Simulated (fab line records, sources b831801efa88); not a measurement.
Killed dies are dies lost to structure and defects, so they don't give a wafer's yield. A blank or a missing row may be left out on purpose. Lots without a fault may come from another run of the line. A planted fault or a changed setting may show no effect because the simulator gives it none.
Chamber matching | flow gf180mcu | GF_V3_CMP_26 on cmp-02: 4 sister chambers
The step polishes, stops on SiO2, t overpolish 15 s, target thk 0 nm. 4 wafers are shown with their chamber, then 7 later ones without.

WAFERS WITH THEIR CHAMBER
wafer  | chamber | motor_current_A (A)
L859.6 | 0       | 12.5
L860.1 | 1       | 10.6
L868.1 | 3       | 12.1
L868.2 | 2       | 9.9

WAFERS WITHOUT THEIR CHAMBER
wafer  | motor_current_A (A)
L868.6 | 11.5
L872.2 | 12.8
L872.4 | 12.7
L872.5 | 12.0
L873.1 | 10.2
L873.4 | 12.0
L873.6 | 11.0

WHICH CHAMBER EACH WENT THROUGH
wafer  | from the rows above          | in truth
L868.6 | can't be placed: 3 or 1 or 0 | 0
L872.2 | can't be placed: 0 or 3      | 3
L872.4 | can't be placed: 0 or 3      | 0
L872.5 | can't be placed: 3 or 0      | 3
L873.1 | can't be placed: 2 or 1      | 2
L873.4 | can't be placed: 3 or 0      | 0
L873.6 | 1                            | 1
Placed correctly: 1 of 7. Can't be placed from these rows: 6 (the true chamber is among the candidates in 6). Placed wrongly: 0.
How it was worked out, from the rows above alone: a wafer's distance from a chamber is the root of the sum, over the readings, of the square of ((its reading less the chamber's mean) divided by the reading's scatter). The wafer belongs to the nearest chamber; if the next one is less than 2 further off, it can't be placed. A chamber's mean is the mean of its shown wafers. The scatter: with one shown wafer a chamber, the root of the mean of the squares of how far each hidden wafer lies from its nearest shown one.
